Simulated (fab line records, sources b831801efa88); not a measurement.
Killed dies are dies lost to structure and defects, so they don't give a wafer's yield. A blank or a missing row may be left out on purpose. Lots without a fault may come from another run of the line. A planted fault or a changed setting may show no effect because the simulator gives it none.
Which tool did it? | flow gf180mcu | 13 lots, 39 wafers sampled, at 6 steps of a route of 602

WHAT THE GAUGES READ, wafer by wafer
GF_STI_THK_MEAS_02.
lot  | measured    | on            | STI_OXIDATION_THK (nm)
L850 | day 1 17:01 | film_metro-02 | 9.91 10.14 9.86
L851 | day 1 21:31 | film_metro-02 | 10.20 9.88 9.83
L852 | day 2 02:31 | film_metro-02 | 10.05 9.95 9.87
L857 | day 3 03:55 | film_metro-01 | 9.85 9.85 9.85
L858 | day 3 08:55 | film_metro-01 | 9.86 9.79 9.90
L864 | day 4 18:35 | film_metro-01 | 10.14 10.18 9.89
L863 | day 4 18:37 | film_metro-03 | 10.23 10.22 10.09
L866 | day 5 02:43 | film_metro-01 | 10.18 10.11 10.23
L867 | day 5 08:29 | film_metro-03 | 10.02 10.01 10.01
L868 | day 5 15:34 | film_metro-01 | 10.04 10.19 10.00
L870 | day 5 21:25 | film_metro-02 | 10.04 9.75 10.12
L871 | day 6 01:34 | film_metro-03 | 9.73 9.68 9.85
L872 | day 6 06:32 | film_metro-02 | 9.74 10.07 9.91

GF_STI_THK_MEAS_24.
lot  | measured    | on            | STI_CVD_23_THK (nm)
L850 | day 2 08:47 | film_metro-01 | 662 655 654
L851 | day 2 13:40 | film_metro-01 | 658 654 666
L852 | day 2 19:02 | film_metro-03 | 656 653 654
L857 | day 3 21:29 | film_metro-02 | 659 653 664
L858 | day 4 02:40 | film_metro-01 | 658 660 648
L864 | day 5 16:50 | film_metro-02 | 643 640 640
L863 | day 5 16:52 | film_metro-03 | 652 651 651
L866 | day 5 20:58 | film_metro-03 | 646 648 645
L867 | day 6 02:29 | film_metro-01 | 655 656 656
L868 | day 6 11:12 | film_metro-01 | 647 655 650
L870 | day 6 18:07 | film_metro-03 | 642 649 641
L871 | day 6 19:44 | film_metro-02 | 660 662 651
L872 | day 7 00:58 | film_metro-02 | 660 659 653

GF_STI_THK_MEAS_30.
lot  | measured    | on            | STI_OXIDATION_02_THK (nm)
L850 | day 2 11:14 | film_metro-01 | 9.85 10.01 9.74
L851 | day 2 16:04 | film_metro-02 | 10.02 10.07 10.05
L852 | day 2 21:26 | film_metro-02 | 10.23 10.00 10.09
L857 | day 4 00:30 | film_metro-02 | 9.97 10.04 9.97
L858 | day 4 06:52 | film_metro-01 | 10.24 10.19 10.32
L864 | day 5 20:01 | film_metro-03 | 10.53 10.10 10.19
L863 | day 5 20:02 | film_metro-01 | 10.13 10.06 10.04
L866 | day 6 01:14 | film_metro-02 | 9.85 10.02 10.00
L867 | day 6 04:56 | film_metro-02 | 9.98 9.92 9.91
L868 | day 6 14:37 | film_metro-01 | 10.06 10.31 10.24
L870 | day 6 20:59 | film_metro-03 | 10.17 10.23 10.20
L871 | day 7 00:41 | film_metro-02 | 10.24 9.96 10.10
L872 | day 7 04:07 | film_metro-02 | 10.24 10.47 10.33

GF_MVSD_TW_MEAS_11.
lot  | measured     | on            | MVSD_TW
L850 | day 4 15:43  | film_metro-04 | 1586 1582 1590
L851 | day 4 20:43  | film_metro-04 | 1585 1587 1590
L852 | day 5 01:31  | film_metro-04 | 1592 1598 1585
L857 | day 6 05:35  | film_metro-03 | 1510 1513 1517 1506 1508 1516
L858 | day 6 13:52  | film_metro-04 | 1519 1533 1523 1525 1526 1514
L864 | day 8 09:34  | film_metro-02 | 1556 1553 1559
L863 | day 8 10:50  | film_metro-02 | 1559 1573 1568
L866 | day 8 16:37  | film_metro-02 | 1556 1574 1569
L867 | day 8 20:01  | film_metro-04 | 1585 1591 1589
L868 | day 9 08:31  | film_metro-04 | 1586 1588 1595
L870 | day 9 16:25  | film_metro-03 | 1569 1584 1576
L871 | day 9 19:05  | film_metro-03 | 1582 1583 1573
L872 | day 10 00:41 | film_metro-03 | 1590 1598 1594

GF_VT_IMPLANT_RS_MEAS_46: measures by four-point-probe.
lot  | measured     | on            | MVSD_RS (ohm/sq)
L850 | day 7 15:40  | film_metro-03 | 455.6 454.3 454.8
L851 | day 7 22:17  | film_metro-03 | 454.9 455.4 455.1
L852 | day 8 03:25  | film_metro-04 | 455.8 455.0 456.7
L857 | day 9 15:26  | film_metro-02 | 556.6 558.5 557.2 558.2 556.3 556.8
L858 | day 10 00:23 | film_metro-02 | 554.8 553.4 554.6 554.6 553.9 555.4
L864 | day 12 01:55 | film_metro-02 | 455.0 454.8 455.3
L863 | day 12 05:18 | film_metro-04 | 454.0 453.4 453.9
L866 | day 12 10:17 | film_metro-02 | 454.6 455.4 454.4
L867 | day 12 15:55 | film_metro-03 | 455.5 455.8 454.7
L868 | day 13 04:52 | film_metro-03 | 452.8 452.5 452.2
L870 | day 13 14:01 | film_metro-04 | 455.4 455.8 454.4
L871 | day 13 17:32 | film_metro-02 | 455.1 454.8 457.2
L872 | day 13 23:45 | film_metro-02 | 453.8 453.3 452.5

WHICH TOOL RAN EACH LOT (tool, then ch and the chambers of the sampled wafers, then the start)
lot  | GF_MVSD_IMPLANT_09
L850 | implanter-01 ch 0, day 4 15:28
L851 | implanter-03 ch 0, day 4 20:29
L852 | implanter-01 ch 0, day 5 01:16
L857 | implanter-01 ch 0, day 6 05:21
L858 | implanter-01 ch 0, day 6 13:37
L864 | implanter-04 ch 0, day 8 09:19
L863 | implanter-03 ch 0, day 8 10:37
L866 | implanter-04 ch 0, day 8 16:23
L867 | implanter-04 ch 0, day 8 19:46
L868 | implanter-04 ch 0, day 9 08:16
L870 | implanter-04 ch 0, day 9 16:10
L871 | implanter-04 ch 0, day 9 18:51
L872 | implanter-01 ch 0, day 10 00:28
- GF_MVSD_IMPLANT_09

WHAT THE TOOLS THEMSELVES READ (means of the sampled wafers that have a number; where no wafer has one, the mark that the record gives instead)
GF_MVSD_IMPLANT_09.
lot  | tool         | dose_ions_cm2 | end_station_pressure_torr (Torr) | faraday_current_uA
L850 | implanter-01 | 5e+12         | 5.01e-06                         | 27.5
L851 | implanter-03 | 5e+12         | 5.02e-06                         | 28.1
L852 | implanter-01 | 5e+12         | 5.22e-06                         | 28.2
L857 | implanter-01 | 5e+11         | 5.03e-06                         | 2.8
L858 | implanter-01 | 5e+11         | 5.23e-06                         | 2.8
L864 | implanter-04 | 5e+12         | 4.82e-06                         | 28.5
L863 | implanter-03 | 5e+12         | 5.16e-06                         | 28.4
L866 | implanter-04 | 5e+12         | 4.99e-06                         | 28.1
L867 | implanter-04 | 5e+12         | 5.18e-06                         | 28.1
L868 | implanter-04 | 5e+12         | 5.16e-06                         | 28.0
L870 | implanter-04 | 5e+12         | 5.04e-06                         | 27.8
L871 | implanter-04 | 5e+12         | 5.13e-06                         | 27.8
L872 | implanter-01 | 5e+12         | 4.91e-06                         | 27.9

THE ANSWER, worked out from the rows above alone
Rule: what is usual is taken from the lots themselves. Put in order of their means at a reading, lots are off if they are a third of the lots or fewer, leave a main group of 4 or more, and stand apart from it by a gap of 3 or more times the standard deviation of the main group's means; of several such gaps the widest counts. A main group whose means are all the same, to the digits that the tables above print for the reading, isn't used. A lot without any number at a reading at which 4 lots or more have one is off too. The other lots that the step has rows for count as sound. The gauges are gone through in route order, then the tools' own readings, and for those a lot's mean is taken as printed above. The first step at which some lot is off is used, and at that step the reading that is off furthest; a lot without a number counts as furthest.
Off: L857, L858, at GF_VT_IMPLANT_RS_MEAS_46 (MVSD_RS). The main group: mean 454.7 ohm/sq, standard deviation 1.
A tool fits if, at a process step before that reading, it ran every lot that is off, and no sound lot after the first of them. The gauges at GF_VT_IMPLANT_RS_MEAS_46 aren't tried: what is off there is off at GF_MVSD_IMPLANT_09 too, on other tools, and a gauge's error can't cause that. None of those tried fits.

WHAT THE SIMULATOR HAD PUT IN
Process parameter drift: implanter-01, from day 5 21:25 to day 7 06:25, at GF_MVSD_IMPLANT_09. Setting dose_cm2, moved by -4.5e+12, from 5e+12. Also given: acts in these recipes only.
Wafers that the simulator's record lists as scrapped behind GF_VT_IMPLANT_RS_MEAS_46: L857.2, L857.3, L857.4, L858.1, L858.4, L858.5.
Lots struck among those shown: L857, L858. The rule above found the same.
